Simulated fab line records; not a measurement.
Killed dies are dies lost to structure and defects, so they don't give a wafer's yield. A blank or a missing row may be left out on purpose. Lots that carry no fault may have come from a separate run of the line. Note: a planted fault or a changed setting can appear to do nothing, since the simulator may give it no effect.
fab line records -- flow gf180mcu
record: lots: 13, wafers: 39, last-day: 34
route steps=602 shown V2@384 M3@421
lots with no fault: from the same line, run without faults
start-h: the number of hours between the record's first day and the start of the first shown wafer of the lot -- wait-h: how many hours have passed since the lot's step before this one -- " unchanged from the row above -- L1.1+2: a row that stands for several wafers -- - value missing, or start not given -- * or withheld: withheld -- < > ~ a bound
route shown NAME@n: NAME is a module with steps in the file, n the number in the route of the first one -- usual: mean and standard deviation over wafers with no fault -- same: alike in all rows -- chamber/n: place in a boat -- sites: each site's reading -- _std_site: the values' standard deviation -- _edge_site: mean of outer sites minus mean of inner sites -- radius-mm: for every site, how far away it sits from the centre of the wafer -- mask NAME#n: copy n -- behind: tool/chamber where the wafer was last shaped -- hold: the reason the lot was held/the length of the hold in hours/how it ended -- device: whichever transistor did not switch (one of n, p or np) -- end of line: the route-end tests of the same wafers -- a step without rows: its recipe alone -- killed: the dies lost at the first sort to structure and to defects; this is not the yield of the wafer -- map: a wafer's dies, x killed, . not, _ none there
set.NAME: the setting that was run; set.NAME@STEP: the one run at that earlier step -- model.NAME: the simulator's own value behind a step, which no gauge read
the route's steps for a sample of lots (tables are steps, rows are wafers)
services: from which hour (start-h, from the record's first day; less than 0 if before it) a tool's chamber was out of use, for how many hours, and why
== steps ==
step: GF_V2_CVD_02
recipe: material: SiO2, target-thk-nm: 850, precursor: TEOS, temp-c: 400, time-s: 94.851, rf-w: 600
usual: heater-power-w: 665/99, susceptor-temp-C: 400.01/0.22
lot.wafer,tool,chamber,start-h,wait-h,heater-power-w,susceptor-temp-C
L247.1,pecvd-03,2,442.56,0.1,554,399.92
L247.3,pecvd-03,0,442.56,0.1,649,399.88
L247.5,pecvd-03,2,442.56,0.1,608,400.03
L250.1,pecvd-04,2,464.25,0.1,638,400.17
L250.3,pecvd-04,0,464.25,0.1,545,399.65
L250.4,pecvd-04,2,464.25,0.1,491,400.11
L252.1,pecvd-03,0,485.72,0.1,662,399.97
L252.3,pecvd-03,2,485.72,0.1,664,399.90
L252.4,pecvd-03,0,485.72,0.1,676,399.81
L253.3,pecvd-02,1,500.98,0.0,703,400.20
L253.5,pecvd-02,2,500.98,0.0,704,400.01
L253.6,pecvd-02,1,500.98,0.0,724,400.09
L254.3,pecvd-03,2,507.26,0.0,677,400.23
L254.5,pecvd-03,0,507.26,0.0,725,400.05
L254.6,pecvd-03,1,507.26,0.0,837,399.98
L255.1,pecvd-03,0,517.42,0.1,700,400.09
L255.2,pecvd-03,2,517.42,0.1,556,399.97
L255.4,pecvd-03,2,517.42,0.1,600,400.13
L256.3,pecvd-04,2,524.11,0.0,598,399.68
L256.4,pecvd-04,0,524.11,0.0,496,399.88
L256.6,pecvd-04,1,524.11,0.0,824,399.53
L261.1,pecvd-02,2,561.36,0.1,712,400.03
L261.2,pecvd-02,1,561.36,0.1,623,399.69
L261.4,pecvd-02,1,561.36,0.1,686,400.09
L264.1,pecvd-04,1,584.05,0.1,689,400.23
L264.5,pecvd-04,1,584.05,0.1,737,400.12
L264.6,pecvd-04,2,584.05,0.1,602,399.62
L265.1,pecvd-02,0,589.16,0.1,498,399.94
L265.2,pecvd-02,1,589.16,0.1,728,400.18
L265.3,pecvd-02,2,589.16,0.1,679,400.21
L266.2,pecvd-02,1,604.89,0.0,675,399.91
L266.3,pecvd-02,0,604.89,0.0,620,400.01
L266.6,pecvd-02,1,604.89,0.0,723,400.04
L268.3,pecvd-03,0,614.49,0.0,631,400.21
L268.4,pecvd-03,0,614.49,0.0,701,400.15
L268.6,pecvd-03,1,614.49,0.0,723,400.31
L269.3,pecvd-03,2,622.95,0.0,544,400.26
L269.4,pecvd-03,1,622.95,0.0,870,400.16
L269.5,pecvd-03,2,622.95,0.0,603,400.29
step: GF_V2_THK_MEAS_03
recipe: reads: SiO2_of_V2_CVD_02
usual: V2_CVD_02_THK: 851/12
lot.wafer,tool,chamber,start-h,wait-h,V2_CVD_02_THK[nm]
L247.1,film-metro-03,-,442.63,0.0,842
L247.3,film-metro-03,-,442.63,0.0,857
L247.5,film-metro-03,-,442.63,0.0,851
L250.1,film-metro-03,-,464.32,0.0,847
L250.3,film-metro-03,-,464.32,0.0,851
L250.4,film-metro-03,-,464.32,0.0,858
L252.1,film-metro-03,-,485.79,0.0,861
L252.3,film-metro-03,-,485.79,0.0,852
L252.4,film-metro-03,-,485.79,0.0,877
L253.3,film-metro-04,-,501.07,0.1,851
L253.5,film-metro-04,-,501.07,0.1,856
L253.6,film-metro-04,-,501.07,0.1,875
L254.3,film-metro-04,-,507.35,0.1,834
L254.5,film-metro-04,-,507.35,0.1,866
L254.6,film-metro-04,-,507.35,0.1,852
L255.1,film-metro-02,-,517.49,0.0,836
L255.2,film-metro-02,-,517.49,0.0,831
L255.4,film-metro-02,-,517.49,0.0,848
L256.3,film-metro-02,-,524.20,0.1,851
L256.4,film-metro-02,-,524.20,0.1,872
L256.6,film-metro-02,-,524.20,0.1,871
L261.1,film-metro-04,-,561.43,0.0,846
L261.2,film-metro-04,-,561.43,0.0,847
L261.4,film-metro-04,-,561.43,0.0,849
L264.1,film-metro-04,-,584.12,0.0,852
L264.5,film-metro-04,-,584.12,0.0,872
L264.6,film-metro-04,-,584.12,0.0,861
L265.1,film-metro-03,-,589.23,0.0,837
L265.2,film-metro-03,-,589.23,0.0,839
L265.3,film-metro-03,-,589.23,0.0,838
L266.2,film-metro-02,-,604.97,0.0,846
L266.3,film-metro-02,-,604.97,0.0,843
L266.6,film-metro-02,-,604.97,0.0,863
L268.3,film-metro-04,-,614.58,0.1,844
L268.4,film-metro-04,-,614.58,0.1,858
L268.6,film-metro-04,-,614.58,0.1,859
L269.3,film-metro-02,-,623.04,0.1,826
L269.4,film-metro-02,-,623.04,0.1,857
L269.5,film-metro-02,-,623.04,0.1,847
step: GF_V2_RS_MEAS_24
recipe: thk-meas-gauge: four-point-probe, reads: W_of_V2_CVD_23+TiN_of_V2_SPUTTER_22+Ti_of_V2_SPUTTER_21
usual: V2_W_RS: 0.325/0.005
lot.wafer,tool,chamber,start-h,wait-h,V2_W_RS[ohm/sq]
L247.1,film-metro-04,-,468.35,0.1,0.323
L247.3,film-metro-04,-,468.35,0.1,0.327
L247.5,film-metro-04,-,468.35,0.1,0.325
L250.1,film-metro-03,-,489.20,0.1,0.329
L250.3,film-metro-03,-,489.20,0.1,0.317
L250.4,film-metro-03,-,489.20,0.1,0.328
L252.1,film-metro-04,-,510.90,0.1,0.328
L252.3,film-metro-04,-,510.90,0.1,0.317
L252.4,film-metro-04,-,510.90,0.1,0.327
L253.3,film-metro-03,-,525.21,0.1,0.316
L253.5,film-metro-03,-,525.21,0.1,0.317
L253.6,film-metro-03,-,525.21,0.1,0.318
L254.3,film-metro-04,-,531.72,0.1,0.330
L254.5,film-metro-04,-,531.72,0.1,0.329
L254.6,film-metro-04,-,531.72,0.1,0.323
L255.1,film-metro-02,-,541.71,0.1,0.325
L255.2,film-metro-02,-,541.71,0.1,0.320
L255.4,film-metro-02,-,541.71,0.1,0.322
L256.3,film-metro-02,-,548.55,0.1,0.327
L256.4,film-metro-02,-,548.55,0.1,0.320
L256.6,film-metro-02,-,548.55,0.1,0.320
L261.1,film-metro-02,-,585.07,0.1,0.321
L261.2,film-metro-02,-,585.07,0.1,0.327
L261.4,film-metro-02,-,585.07,0.1,0.328
L264.1,film-metro-02,-,606.30,0.1,0.329
L264.5,film-metro-02,-,606.30,0.1,0.331
L264.6,film-metro-02,-,606.30,0.1,0.322
L265.1,film-metro-04,-,611.53,0.1,0.326
L265.2,film-metro-04,-,611.53,0.1,0.320
L265.3,film-metro-04,-,611.53,0.1,0.331
L266.2,film-metro-03,-,627.19,0.1,0.326
L266.3,film-metro-03,-,627.19,0.1,0.335
L266.6,film-metro-03,-,627.19,0.1,0.324
L268.3,film-metro-04,-,636.52,0.1,0.323
L268.4,film-metro-04,-,636.52,0.1,0.330
L268.6,film-metro-04,-,636.52,0.1,0.334
L269.3,film-metro-04,-,645.43,0.1,0.320
L269.4,film-metro-04,-,645.43,0.1,0.329
L269.5,film-metro-04,-,645.43,0.1,0.331
step: GF_M3_PEB_12
recipe: peb-temp-c: 135, peb-time-s: 90, resist: KrF
usual: heater-power-total-W: 85.70/0.087, plate-temp-C: 134.98/0.16, resist-line-temp-C: 23.00/0.11
same: peb-time-s: 90
lot.wafer,tool,chamber,start-h,wait-h,heater-power-total-W,plate-temp-C,resist-line-temp-C
L247.1,litho-track-01,0,492.76,-,85.83,134.73,23.06
L247.3,litho-track-01,0,492.76,-,85.78,134.90,22.87
L247.5,litho-track-01,0,492.76,-,85.68,134.98,22.94
L250.1,litho-track-02,0,512.60,-,85.69,134.65,23.03
L250.3,litho-track-02,0,512.60,-,85.55,134.89,23.06
L250.4,litho-track-02,0,512.60,-,85.78,134.82,23.07
L252.1,litho-track-02,0,534.30,-,85.74,134.92,23.02
L252.3,litho-track-02,0,534.30,-,85.72,135.07,23.01
L252.4,litho-track-02,0,534.30,-,85.74,134.74,22.97
L253.3,litho-track-02,0,548.62,-,82.65,131.39,22.96
L253.5,litho-track-02,0,548.62,-,82.41,131.46,23.06
L253.6,litho-track-02,0,548.62,-,82.55,131.49,23.17
L254.3,litho-track-02,0,554.92,-,82.65,131.18,23.01
L254.5,litho-track-02,0,554.92,-,82.57,131.08,23.03
L254.6,litho-track-02,0,554.92,-,82.34,131.16,22.97
L255.1,litho-track-01,0,564.06,-,85.67,134.73,23.00
L255.2,litho-track-01,0,564.06,-,85.76,134.89,22.93
L255.4,litho-track-01,0,564.06,-,85.55,135.04,23.14
L256.3,litho-track-02,0,570.57,-,82.61,131.00,22.95
L256.4,litho-track-02,0,570.57,-,82.37,131.19,23.12
L256.6,litho-track-02,0,570.57,-,82.50,130.92,23.08
L261.1,litho-track-01,0,606.61,-,85.76,134.90,22.79
L261.2,litho-track-01,0,606.61,-,85.63,135.19,22.81
L261.4,litho-track-01,0,606.61,-,85.61,134.93,23.03
L264.1,litho-track-01,0,627.61,-,85.64,134.73,22.91
L264.5,litho-track-01,0,627.61,-,85.74,134.93,22.96
L264.6,litho-track-01,0,627.61,-,85.86,134.59,22.93
L265.1,litho-track-04,0,631.52,-,85.74,134.88,23.04
L265.2,litho-track-04,0,631.52,-,85.62,134.99,23.24
L265.3,litho-track-04,0,631.52,-,85.70,135.03,23.24
L266.2,litho-track-04,0,647.25,-,85.74,134.65,22.87
L266.3,litho-track-04,0,647.25,-,85.75,134.85,22.92
L266.6,litho-track-04,0,647.25,-,85.69,135.18,23.09
L268.3,litho-track-01,0,656.08,-,85.72,135.00,23.02
L268.4,litho-track-01,0,656.08,-,85.87,135.10,23.02
L268.6,litho-track-01,0,656.08,-,85.70,135.02,23.09
L269.3,litho-track-01,0,665.33,-,85.78,134.87,22.97
L269.4,litho-track-01,0,665.33,-,85.78,134.83,22.93
L269.5,litho-track-01,0,665.33,-,85.82,134.81,23.09
step: GF_M3_CD_MEAS_14
recipe: target-cd-nm: 280
usual: cd-nm: 280.2/1.2
lot.wafer,tool,chamber,start-h,wait-h,cd-nm
L247.1,cd-sem-01,-,493.11,0.1,278.5
L247.3,cd-sem-01,-,493.11,0.1,278.3
L247.5,cd-sem-01,-,493.11,0.1,277.6
L250.1,cd-sem-01,-,512.95,0.1,280.1
L250.3,cd-sem-01,-,512.95,0.1,281.1
L250.4,cd-sem-01,-,512.95,0.1,280.9
L252.1,cd-sem-01,-,534.65,0.1,277.6
L252.3,cd-sem-01,-,534.65,0.1,278.1
L252.4,cd-sem-01,-,534.65,0.1,278.3
L253.3,cd-sem-01,-,548.94,0.1,293.3
L253.5,cd-sem-01,-,548.94,0.1,293.0
L253.6,cd-sem-01,-,548.94,0.1,293.9
L254.3,cd-sem-01,-,555.24,0.1,291.1
L254.5,cd-sem-01,-,555.24,0.1,292.2
L254.6,cd-sem-01,-,555.24,0.1,292.1
L255.1,cd-sem-01,-,564.41,0.1,281.3
L255.2,cd-sem-01,-,564.41,0.1,280.4
L255.4,cd-sem-01,-,564.41,0.1,280.4
L256.3,cd-sem-01,-,570.89,0.1,288.8
L256.4,cd-sem-01,-,570.89,0.1,289.1
L256.6,cd-sem-01,-,570.89,0.1,288.4
L261.1,cd-sem-01,-,606.96,0.1,281.0
L261.2,cd-sem-01,-,606.96,0.1,281.4
L261.4,cd-sem-01,-,606.96,0.1,280.5
L264.1,cd-sem-02,-,627.96,0.1,280.8
L264.5,cd-sem-02,-,627.96,0.1,280.1
L264.6,cd-sem-02,-,627.96,0.1,281.2
L265.1,cd-sem-02,-,631.87,0.1,280.5
L265.2,cd-sem-02,-,631.87,0.1,281.3
L265.3,cd-sem-02,-,631.87,0.1,281.1
L266.2,cd-sem-02,-,647.59,0.1,280.5
L266.3,cd-sem-02,-,647.59,0.1,279.7
L266.6,cd-sem-02,-,647.59,0.1,281.5
L268.3,cd-sem-02,-,656.40,0.1,279.7
L268.4,cd-sem-02,-,656.40,0.1,279.9
L268.6,cd-sem-02,-,656.40,0.1,279.3
L269.3,cd-sem-01,-,665.65,0.1,281.0
L269.4,cd-sem-01,-,665.65,0.1,281.2
L269.5,cd-sem-01,-,665.65,0.1,281.3
== services ==
tool,chamber,start-h,hours,kind
pecvd-03,-,437.16,2.3,repair
pecvd-03,-,439.92,0.4,repair
pecvd-02,-,489.20,0.8,repair
pecvd-03,1,565.89,6.7,repair
pecvd-04,-,570.04,0.3,repair
pecvd-04,-,640.10,0.8,repair
pecvd-03,-,655.21,1.5,repair
== key ==
first-sign: step: GF_M3_PEB_12, reading: heater-power-total-W, direction: down, sigmas: 37, usual: 85.70, struck: 82.51
effect: step: GF_M3_PEB_12, reading: plate-temp-C, direction: down, sigmas: 23, usual: *, struck: *
effect: step: GF_M3_CD_MEAS_14, reading: cd-nm, direction: up, sigmas: 9.2, usual: 280.2, struck: 291.3, through: control-loop
met-at GF_M3_PEB_12
struck-lots L253,L254,L256
loop-trim: step: GF_M3_EXPOSE_11, setting: dose, lots: L256
not-acting-at GF_V2_CVD_02,GF_V2_THK_MEAS_03,GF_V2_RS_MEAS_24
onset-between 534.30 548.62
fault: kind: process-parameter-drift, tool: litho-track-02, chamber: -, onset-h: 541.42, steps: GF_M3_PEB_12, channel: peb-temp-c, offset: *, shape: step, end-h: 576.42, acts-in: *, stated: *
loop-trim: a control loop set the setting to another value than it would have without faults
